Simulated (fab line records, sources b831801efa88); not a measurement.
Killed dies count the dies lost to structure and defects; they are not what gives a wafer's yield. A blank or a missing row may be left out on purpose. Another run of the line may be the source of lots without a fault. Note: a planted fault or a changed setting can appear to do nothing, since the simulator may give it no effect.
What tool caused it? ; flow gf180mcu ; 12 lots with 36 wafers sampled at 4 steps, on a route of 602 steps

== WHAT THE GAUGES SHOWED, per wafer ==
GF_STI_THK_MEAS_04.
lot;measured;on;STI_CVD_03_THK (nm)
L161;day 2 04:58;filmMetro-03;205.3 207.2 205.6
L162;day 2 09:51;filmMetro-04;207.1 207.2 208.6
L163;day 2 14:34;filmMetro-03;204.2 205.8 205.6
L165;day 3 01:11;filmMetro-02;209.7 208.8 209.3
L167;day 3 10:34;filmMetro-03;206.7 207.1 208.3
L170;day 4 01:35;filmMetro-04;207.1 205.1 207.2
L171;day 4 06:34;filmMetro-02;206.5 208.2 207.0
L175;day 5 03:36;filmMetro-02;209.7 209.2 207.7
L177;day 5 12:34;filmMetro-04;181.7 181.6 180.8
L178;day 5 17:34;filmMetro-03;176.8 175.3 177.4
L179;day 5 22:59;filmMetro-04;208.4 206.4 208.3
L180;day 6 03:34;filmMetro-03;205.6 205.6 207.0

GF_VT_IMPLANT_RS_MEAS_49: the measuring method here is four-point-probe.
lot;measured;on;MVPSD_RS (ohm/sq)
L161;day 8 08:31;filmMetro-03;1166 1166 1168
L162;day 8 14:18;filmMetro-04;1168 1171 1168
L163;day 8 23:53;filmMetro-03;1170 1170 1171
L165;day 9 12:35;filmMetro-04;1163 1170 1170
L167;day 9 23:49;filmMetro-04;1169 1169 1171
L170;day 10 23:53;filmMetro-04;1171 1171 1171
L171;day 11 07:02;filmMetro-01;1169 1171 1170
L175;day 12 08:31;filmMetro-01;1172 1171 1170
L177;day 12 21:39;filmMetro-01;1167 1162 1167
L178;day 13 02:47;filmMetro-01;1174 1171 1170
L179;day 13 09:19;filmMetro-01;1169 1172 1173
L180;day 13 17:44;filmMetro-03;1166 1163 1167

== EACH LOT AND THE TOOL THAT RAN IT (in order: tool; ch and the chambers of the sampled wafers; start) ==
lot;GF_STI_CVD_03;GF_STI_ETCH_13
L161;lpcvd-02 ch 1, day 2 02:58;rieDiel-04 ch 0,2,3, day 2 17:25
L162;lpcvd-02 ch 0, day 2 07:52;rieDiel-03 ch 0,2,3, day 2 22:07
L163;lpcvd-01 ch 1, day 2 12:35;rieDiel-03 ch 0,1, day 3 02:51
L165;lpcvd-01 ch 0, day 2 23:12;rieDiel-01 ch 2,3, day 3 14:04
L167;lpcvd-02 ch 1, day 3 08:34;rieDiel-01 ch 0,2,3, day 3 23:46
L170;lpcvd-01 ch 1, day 3 23:34;rieDiel-04 ch 0,1,2, day 4 14:31
L171;lpcvd-01 ch 0, day 4 04:34;rieDiel-03 ch 0,1,3, day 4 19:43
L175;lpcvd-02 ch 0, day 5 01:37;rieDiel-03 ch 1,2, day 5 18:09
L177;lpcvd-02 ch 1, day 5 10:34;rieDiel-01 ch 0,2,3, day 6 02:39
L178;lpcvd-02 ch 1, day 5 15:34;rieDiel-04 ch 0,2, day 6 08:52
L179;lpcvd-01 ch 1, day 5 20:58;rieDiel-03 ch 1,2,3, day 6 13:58
L180;lpcvd-01 ch 1, day 6 01:34;rieDiel-01 ch 0,1,3, day 6 18:27
- GF_STI_CVD_03: deposits Si3N4 from DCS/NH3, target thk 207.16 nm, time 3551 s.
- GF_STI_ETCH_13: etches the open film in CHF3/O2, stops on Si, target depth 282.31 nm, time 112.9 s.

== WHAT THE TOOLS THEMSELVES READ (means of the sampled wafers that have a number; where no wafer has one, the mark that the record gives instead) ==
GF_STI_CVD_03.
lot;tool;spikeTcCentreC (C);spikeTcTopC (C);zonePowerTopPct (%)
L161;lpcvd-02;772.3;784.7;29.9
L162;lpcvd-02;768.8;779.4;24.8
L163;lpcvd-01;772.8;779.3;29.4
L165;lpcvd-01;769.8;782.6;23.2
L167;lpcvd-02;771.4;783.6;30.0
L170;lpcvd-01;771.6;779.2;29.3
L171;lpcvd-01;769.7;783.3;23.1
L175;lpcvd-02;769.4;778.5;24.8
L177;lpcvd-02;771.1;783.2;29.8
L178;lpcvd-02;771.0;783.9;30.0
L179;lpcvd-01;771.0;779.5;29.4
L180;lpcvd-01;771.7;779.6;29.3

GF_STI_ETCH_13.
lot;tool;drypumpMotorCurrentA (A);oesProductAu (a.u.);throttleValvePct (%)
L161;rieDiel-04;5.2;0.827;8.801
L162;rieDiel-03;5.7;0.832;8.798
L163;rieDiel-03;6.1;0.831;8.816
L165;rieDiel-01;6.3;0.841;8.813
L167;rieDiel-01;6.2;0.833;8.809
L170;rieDiel-04;5.5;0.832;8.815
L171;rieDiel-03;5.9;0.834;8.812
L175;rieDiel-03;6.2;0.836;8.814
L177;rieDiel-01;6.2;0.780;8.781
L178;rieDiel-04;5.6;0.767;8.791
L179;rieDiel-03;5.8;0.833;8.821
L180;rieDiel-01;6.0;0.833;8.801

== THE ANSWER, worked out from the rows above alone ==
Rule: usual is defined by the lots themselves. The widest of any qualifying gaps counts: lots, ordered by their means at a reading, are off when they make up no more than a third of the lots, leave a main group of 4 or more, and stand apart from it by 3 or more times the standard deviation of that group's means. If all means in a main group match to the digits the tables above print for the reading, that group is not used. Also off: a lot with no number at a reading for which 4 or more lots have one. Where the step has rows for the other lots, those lots are counted as sound. Order of review: gauges by route order, followed by the tools' own readings, for which a lot's mean as printed above is used. The first step at which some lot is off is used, and at that step the reading that is off furthest; a lot without a number counts as furthest.
Off: L177, L178, seen at GF_STI_THK_MEAS_04 (STI_CVD_03_THK). The main group has a mean of 207.2 nm with a standard deviation of 1.2.
If a tool, at a process step before that reading, ran all the lots that are off and no sound lot after the first of them, it fits. Not tried: the gauges at GF_STI_THK_MEAS_04; whatever is off there is also off at GF_STI_ETCH_13, on other tools, and gauge error can't account for it. One candidate fits, namely lpcvd-02 at GF_STI_CVD_03. Its last sound lot is L175 (day 5 01:37), its first lot that is off L177 (day 5 10:34): a fault that began between those two fits.

== WHAT THE SIMULATOR PUT IN ==
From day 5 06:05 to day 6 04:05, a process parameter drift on lpcvd-02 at GF_STI_CVD_03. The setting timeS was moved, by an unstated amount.
Shown lots that were struck: L177, L178. The same result came from the rule above.
